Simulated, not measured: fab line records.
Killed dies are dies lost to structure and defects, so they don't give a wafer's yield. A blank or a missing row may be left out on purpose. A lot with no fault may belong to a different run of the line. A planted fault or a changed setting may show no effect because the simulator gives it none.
Which tool is to blame? / flow sky130 / 7 lots with 21 wafers sampled at 2 steps, on a route of 708 steps

== WHAT EACH GAUGE READ, for each wafer ==
SKY_NWELL_TW_MEAS_15.
lot=L330; measured=day 4 14:01; on=film-metro-02; NWELL_TW=1814 1818 1824
lot=L332; measured=day 5 03:11; on=film-metro-04; NWELL_TW=1804 1791 1804
lot=L343; measured=day 7 22:06; on=film-metro-04; NWELL_TW=1789 1782 1797
lot=L345; measured=day 8 07:10; on=film-metro-04; NWELL_TW=1792 1782 1789
lot=L348; measured=day 9 04:04; on=film-metro-01; NWELL_TW=1782 1769 1787
lot=L350; measured=day 9 18:08; on=film-metro-04; NWELL_TW=1793 1787 1793
lot=L352; measured=day 10 07:10; on=film-metro-02; NWELL_TW=1815 1808 1810

== WHICH TOOL RAN EACH LOT (tool, then ch and the chambers of the sampled wafers, then the start) ==
lot=L330; SKY_NWELL_STRIP_14=plasma-asher-01 ch 0,1, day 4 13:55
lot=L332; SKY_NWELL_STRIP_14=plasma-asher-04 ch 0,1, day 5 03:05
lot=L343; SKY_NWELL_STRIP_14=plasma-asher-04 ch 0,1, day 7 21:59
lot=L345; SKY_NWELL_STRIP_14=plasma-asher-04 ch 0,1, day 8 07:04
lot=L348; SKY_NWELL_STRIP_14=plasma-asher-04 ch 1, day 9 03:58
lot=L350; SKY_NWELL_STRIP_14=plasma-asher-01 ch 0,1, day 9 18:01
lot=L352; SKY_NWELL_STRIP_14=plasma-asher-01 ch 0,1, day 10 07:04
- SKY_NWELL_STRIP_14: strips in O2/N2.

== THE ANSWER, worked out from the rows above alone ==
Rule: usual is defined by the lots themselves. Put in order of their means at a reading, lots are off if they are a third of the lots or fewer, leave a main group of 4 or more, and stand apart from it by a gap of 3 or more times the standard deviation of the main group's means; of several such gaps the widest counts. Not used: any main group whose means are identical at the precision the tables above print for the reading. Also off: a lot with no number at a reading for which 4 or more lots have one. Where the step has rows for the other lots, those lots are counted as sound.
None of the lots is off at any reading shown; this tells nothing.

== WHAT WAS PUT IN BY THE SIMULATOR ==
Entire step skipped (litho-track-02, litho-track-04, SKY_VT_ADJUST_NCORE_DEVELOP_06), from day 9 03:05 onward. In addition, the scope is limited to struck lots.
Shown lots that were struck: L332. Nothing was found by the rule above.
